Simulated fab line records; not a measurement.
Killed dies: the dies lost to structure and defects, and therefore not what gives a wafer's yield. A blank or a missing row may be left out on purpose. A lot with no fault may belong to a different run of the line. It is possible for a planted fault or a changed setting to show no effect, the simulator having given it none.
Which tool did it? + flow gf180mcu + 42 wafers from 14 lots sampled at 2 of the route's 602 steps

## WHAT THE GAUGES SHOWED, per wafer
GF_PSD_TW_MEAS_11. Usual: PSD_TW gives 3194 (standard deviation 39).
| lot  | measured     | on            | PSD_TW         | flag |
|------|--------------|---------------|----------------|------|
| L190 | day 14 06:44 | film_metro-01 | 3160 3196 3174 |      |
| L191 | day 14 13:01 | film_metro-01 | 3162 3174 3176 |      |
| L196 | day 16 08:56 | film_metro-01 | 3172 3161 3153 |      |
| L197 | day 16 19:12 | film_metro-01 | 3159 3161 3164 |      |
| L198 | day 16 22:14 | film_metro-04 | 3247 3237 3254 |      |
| L199 | day 17 10:31 | film_metro-01 | 3166 3176 3188 |      |
| L203 | day 18 19:32 | film_metro-01 | 3155 3157 3153 |      |
| L204 | day 19 01:09 | film_metro-01 | 3163 3177 3165 |      |
| L208 | day 20 10:50 | film_metro-01 | 3166 3169 3164 |      |
| L209 | day 20 21:27 | film_metro-04 | 3247 3233 3244 |      |
| L210 | day 21 07:06 | film_metro-01 | 3187 3177 3171 |      |
| L211 | day 21 11:48 | film_metro-04 | 3230 3236 3226 |      |
| L212 | day 21 23:43 | film_metro-04 | 3255 3236 3245 |      |
| L213 | day 22 10:57 | film_metro-01 | 3138 3141 3169 |      |

## EACH LOT AND THE TOOL THAT RAN IT (in order: tool; ch and the chambers of the sampled wafers; start)
| lot  | GF_NSD_IMPLANT_09               |
|------|---------------------------------|
| L190 | implanter-04 ch 0, day 13 09:41 |
| L191 | implanter-04 ch 0, day 13 15:32 |
| L196 | implanter-04 ch 0, day 15 11:31 |
| L197 | implanter-04 ch 0, day 15 20:49 |
| L198 | implanter-04 ch 0, day 16 00:43 |
| L199 | implanter-01 ch 0, day 16 12:01 |
| L203 | implanter-01 ch 0, day 17 20:31 |
| L204 | implanter-02 ch 0, day 18 01:14 |
| L208 | implanter-01 ch 0, day 19 10:02 |
| L209 | implanter-04 ch 0, day 19 20:41 |
| L210 | implanter-01 ch 0, day 20 06:29 |
| L211 | implanter-02 ch 0, day 20 10:55 |
| L212 | implanter-04 ch 0, day 20 23:52 |
| L213 | implanter-01 ch 0, day 21 10:04 |
- GF_NSD_IMPLANT_09

## WHAT THE TOOLS THEMSELVES READ (means of the sampled wafers that have a number; where no wafer has one, the mark that the record gives instead)
GF_NSD_IMPLANT_09. Usual: tilt_deg 7.003 degrees, standard deviation 0.019.
| lot  | tool         | tilt_deg (degrees) | flag |
|------|--------------|--------------------|------|
| L190 | implanter-04 | 7.004              |      |
| L191 | implanter-04 | 6.999              |      |
| L196 | implanter-04 | 7.433              | OFF  |
| L197 | implanter-04 | 7.415              | OFF  |
| L198 | implanter-04 | 7.449              | OFF  |
| L199 | implanter-01 | 6.994              |      |
| L203 | implanter-01 | 6.985              |      |
| L204 | implanter-02 | 7.030              |      |
| L208 | implanter-01 | 6.996              |      |
| L209 | implanter-04 | 7.019              |      |
| L210 | implanter-01 | 6.988              |      |
| L211 | implanter-02 | 7.006              |      |
| L212 | implanter-04 | 7.002              |      |
| L213 | implanter-01 | 7.008              |      |

## THE ANSWER, worked out from the rows above alone
Rule: a lot counts as off when the mean over its wafers that have a number is more than 3 standard deviations away from the usual mean. A lot without any number at a reading at which 4 lots or more have one is off too. The other lots that the step has rows for count as sound. Order of review: gauges by route order, followed by the tools' own readings, for which a lot's mean as printed above is used. At the first step where some lot is off, the reading lying furthest off is the one used; lots without a number count as furthest.
Off: L196, L197, L198 (GF_NSD_IMPLANT_09, tilt_deg).
A tool fits if, at that step or a process step before it, it ran every lot that is off, and no sound lot after the first of them. Not one of the candidates tried fits.

## WHAT THE SIMULATOR PUT IN
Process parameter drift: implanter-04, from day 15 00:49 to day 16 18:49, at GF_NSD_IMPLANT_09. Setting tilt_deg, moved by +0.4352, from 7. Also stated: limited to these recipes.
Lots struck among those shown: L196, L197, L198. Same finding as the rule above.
